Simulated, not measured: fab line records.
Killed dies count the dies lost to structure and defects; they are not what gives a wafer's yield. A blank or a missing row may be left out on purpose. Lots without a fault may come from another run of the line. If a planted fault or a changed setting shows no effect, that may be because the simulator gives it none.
A single fault, viewed from 2 desks + flow sky130 + what lay behind the numbers comes last; until then each desk has only its own

== FOR THE TOOL OWNER'S DESK: implanter-01 ==
For each lot that ran on this tool, the mean over its sampled wafers that have a number, from the tool's own readings at SKY_VT_ADJUST_HVTP_IMPLANT_09. Marked OUT: a lot whose mean sits more than 4 standard deviations from the usual mean, which makes it out of limits; the brackets give that distance.
Columns: A = end_station_pressure_torr at SKY_VT_ADJUST_HVTP_IMPLANT_09, usual 5.04e-06 Torr
| lot  | first seen here | A        |
|------|-----------------|----------|
| L741 | day 7 01:35     | 5.06e-06 |
| L743 | day 7 15:25     | 5.10e-06 |
| L745 | day 8 04:04     | 4.98e-06 |
| L747 | day 8 16:58     | 5.23e-06 |
| L751 | day 9 16:58     | 5.34e-06 |
| L760 | day 12 07:27    | 4.67e-06 |
This desk's finding: nothing out of limits on any of the 6 lots.

== METROLOGY DESK ==
What the gauges read for every lot (on any tool): the sampled wafers with a number, averaged. Marked OUT: a lot whose mean sits more than 4 standard deviations from the usual mean, which makes it out of limits; the brackets give that distance.
Columns: A = VT_ADJUST_HVTP_TW at SKY_VT_ADJUST_HVTP_TW_MEAS_11, usual 1340; B = LI_CONTACT_W_THK at SKY_LI_CONTACT_THK_MEAS_23, usual 406 nm; C = CONTACT_CVD_00_THK at SKY_CONTACT_THK_MEAS_01, usual 74.9 nm
| lot  | first seen here | A    | B   | C    |
|------|-----------------|------|-----|------|
| L738 | day 6 12:15     | 1351 | 401 | 76.2 |
| L739 | day 6 13:08     | 1330 | 413 | 74.5 |
| L741 | day 7 01:50     | 1344 | 405 | 75.3 |
| L742 | day 7 10:55     | 1349 | 386 | 75.2 |
| L743 | day 7 15:38     | 1321 | 410 | 74.2 |
| L745 | day 8 04:19     | 1344 | 409 | 74.3 |
| L746 | day 8 06:11     | 1350 | 421 | 75.6 |
| L747 | day 8 17:13     | 1317 | 427 | 74.5 |
| L751 | day 9 17:13     | 1318 | 408 | 74.6 |
| L756 | day 11 02:58    | 1333 | 410 | 74.8 |
| L757 | day 11 06:59    | 1331 | 401 | 74.2 |
| L758 | day 11 13:11    | 1342 | 414 | 75.4 |
| L760 | day 12 07:42    | 1345 | 404 | 75.3 |
This desk's finding: nothing out of limits on any of the 13 lots.

== PUT TOGETHER ==
Nothing out of limits was seen by the tool owner's desk.
Metrology desk: nothing out of limits seen.

== WHAT WAS PUT IN BY THE SIMULATOR ==
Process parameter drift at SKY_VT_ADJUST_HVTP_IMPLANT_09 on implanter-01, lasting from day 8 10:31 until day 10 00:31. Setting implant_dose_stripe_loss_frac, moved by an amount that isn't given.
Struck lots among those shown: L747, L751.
